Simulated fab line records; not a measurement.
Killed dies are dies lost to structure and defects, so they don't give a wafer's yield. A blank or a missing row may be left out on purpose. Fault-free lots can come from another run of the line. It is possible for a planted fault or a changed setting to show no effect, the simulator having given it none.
Which tool did it? -- flow sky130 -- Sampling: 12 lots, 36 wafers, 6 of 708 route steps

== WHAT EACH GAUGE READ, for each wafer ==
SKY_FIELD_ISO_CD_MEAS_13 targets a cd of 150 nm.
lot,measured,on,cd nm (nm)
L317,day 2 04:50,cd sem-02,151.2 148.0 148.9
L319,day 2 15:20,cd sem-02,151.4 152.8 152.7
L320,day 2 22:56,cd sem-02,150.4 148.3 148.9
L323,day 3 11:47,cd sem-02,154.1 153.3 151.6
L324,day 3 16:36,cd sem-02,149.3 149.1 147.8
L325,day 3 22:19,cd sem-01,149.9 151.6 148.7
L327,day 4 07:54,cd sem-01,150.1 150.0 149.1
L328,day 4 14:53,cd sem-01,151.1 150.1 150.5
L329,day 4 19:05,cd sem-02,149.0 149.3 149.9
L331,day 5 04:15,cd sem-01,148.5 149.0 148.9
L339,day 6 23:18,cd sem-01,149.3 151.9 150.6
L340,day 7 04:10,cd sem-01,152.3 150.9 151.6

SKY_PWDE_OVL_MEAS_07.
lot,measured,on,PWDE_OVL (nm)
L317,day 3 20:20,overlay-01,-0.4 -0.5 -0.4
L319,day 4 05:59,overlay-01,3.6 0.6 3.0
L320,day 4 15:35,overlay-01,0.7 1.0 1.5
L323,day 5 07:40,overlay-02,-3.3 -0.3 1.7
L324,day 5 10:19,overlay-01,1.8 1.8 2.3
L325,day 5 14:41,overlay-02,0.6 0.1 2.0
L327,day 6 04:02,overlay-01,1.6 0.3 0.4
L328,day 6 09:20,overlay-02,1.8 1.9 1.5
L329,day 6 17:04,overlay-02,1.8 1.2 2.5
L331,day 7 04:16,overlay-01,-2.5 -0.8 -1.5
L339,day 9 00:48,overlay-01,-2.0 -2.2 -0.8
L340,day 9 08:33,overlay-01,0.1 0.8 1.4

SKY_NWELL_OVL_MEAS_23.
lot,measured,on,NWELL_01_OVL (nm)
L317,day 5 07:13,overlay-02,-1.5 -2.5 -1.1
L319,day 5 20:10,overlay-02,-2.5 -3.0 -0.1
L320,day 6 03:27,overlay-02,0.4 1.6 0.9
L323,day 6 20:25,overlay-01,0.4 -0.2 -0.1
L324,day 7 00:43,overlay-02,-0.1 0.4 0.9
L325,day 7 05:31,overlay-02,-1.6 -0.9 -1.4
L327,day 7 19:46,overlay-02,0.6 -3.0 0.2
L328,day 8 00:51,overlay-02,1.1 -0.3 1.8
L329,day 8 10:04,overlay-01,0.7 1.7 -0.6
L331,day 8 22:06,overlay-01,- - -
L339,day 10 22:52,overlay-01,-2.0 1.9 0.6
L340,day 11 06:40,overlay-01,0.8 -0.1 -0.8

SKY_NWELL_TW_MEAS_26.
lot,measured,on,NWELL_2_TW
L317,day 5 07:31,film metro-01,495.8 496.7 495.4
L319,day 5 20:27,film metro-01,496.4 498.7 496.4
L320,day 6 03:44,film metro-01,492.5 496.7 496.2
L323,day 6 20:43,film metro-03,493.3 493.7 494.4
L324,day 7 01:01,film metro-01,493.1 494.6 496.4
L325,day 7 05:48,film metro-04,493.5 498.1 491.8
L327,day 7 20:04,film metro-04,494.1 493.7 494.6
L328,day 8 01:08,film metro-01,494.0 492.5 491.4
L329,day 8 10:21,film metro-04,497.3 496.3 493.8
L331,day 8 22:23,film metro-04,29.8 30.0 30.1 30.0 30.0 29.9
L339,day 10 23:10,film metro-01,498.4 495.5 495.6
L340,day 11 06:57,film metro-04,497.4 498.7 499.7

SKY_VT_ADJUST_HVTP_TW_MEAS_11.
lot,measured,on,VT_ADJUST_HVTP_TW
L317,day 6 00:59,film metro-04,1352 1353 1355
L319,day 6 16:25,film metro-04,1351 1347 1346
L320,day 7 00:22,film metro-04,1351 1351 1352
L323,day 7 16:37,film metro-02,1363 1360 1359
L324,day 7 21:22,film metro-04,1352 1350 1353
L325,day 8 02:23,film metro-02,1364 1361 1356
L327,day 8 18:10,film metro-02,1360 1357 1359
L328,day 8 23:01,film metro-02,1362 1360 1357
L329,day 9 08:36,film metro-04,1347 1348 1342
L339,day 11 23:54,film metro-03,1363 1356 1358
L340,day 12 07:13,film metro-04,1349 1353 1352

== EACH LOT AND THE TOOL THAT RAN IT (in order: tool; ch and the chambers of the sampled wafers; start) ==
lot,SKY_NWELL_EXPOSE_20
L317,"iline stepper-01 ch 0, day 4 22:32"
L319,"iline stepper-01 ch 0, day 5 12:18"
L320,"iline stepper-02 ch 0, day 5 18:28"
L323,"iline stepper-01 ch 0, day 6 10:35"
L324,"iline stepper-02 ch 0, day 6 14:59"
L325,"iline stepper-01 ch 0, day 6 20:14"
L327,"iline stepper-01 ch 0, day 7 09:56"
L328,"iline stepper-02 ch 0, day 7 14:47"
L329,"iline stepper-02 ch 0, day 7 23:55"
L331,"iline stepper-02 ch 0, day 8 11:25"
L339,"iline stepper-02 ch 0, day 10 10:53"
L340,"iline stepper-01 ch 0, day 10 19:22"
- SKY_NWELL_EXPOSE_20: exposes mask NWM COMPLEMENT, target cd 840 nm.

== AS READ BY THE TOOLS THEMSELVES (means over the sampled wafers that have a number; for cases with no such wafer, the mark the record gives instead) ==
The record holds no such reading with a usual standard deviation.

== THE ANSWER, worked out from the rows above alone ==
Rule: the usual values come from the lots themselves. The widest of any qualifying gaps counts: lots, ordered by their means at a reading, are off when they make up no more than a third of the lots, leave a main group of 4 or more, and stand apart from it by 3 or more times the standard deviation of that group's means. Not used: any main group whose means are identical at the precision the tables above print for the reading. Also off: a lot with no number at a reading for which 4 or more lots have one. Any other lot the step has rows for is counted as sound. First the gauges in route order, then the tools' own readings, where a lot's mean is used as printed above. At the first step where some lot is off, the reading lying furthest off is the one used; lots without a number count as furthest.
Off: L331, seen at SKY_NWELL_OVL_MEAS_23 (NWELL_01_OVL). Without a number there: L331. Mean -0.2 nm and standard deviation 0.96 in the main group.
A tool fits if, at a process step before that reading, it ran every lot that is off, and no sound lot after the first of them. The gauges at SKY_NWELL_OVL_MEAS_23 aren't tried: what is off there is off at SKY_NWELL_TW_MEAS_26 too, on other tools, and a gauge's error can't cause that. Not one of the candidates tried fits.

== WHAT THE SIMULATOR HAD PUT IN ==
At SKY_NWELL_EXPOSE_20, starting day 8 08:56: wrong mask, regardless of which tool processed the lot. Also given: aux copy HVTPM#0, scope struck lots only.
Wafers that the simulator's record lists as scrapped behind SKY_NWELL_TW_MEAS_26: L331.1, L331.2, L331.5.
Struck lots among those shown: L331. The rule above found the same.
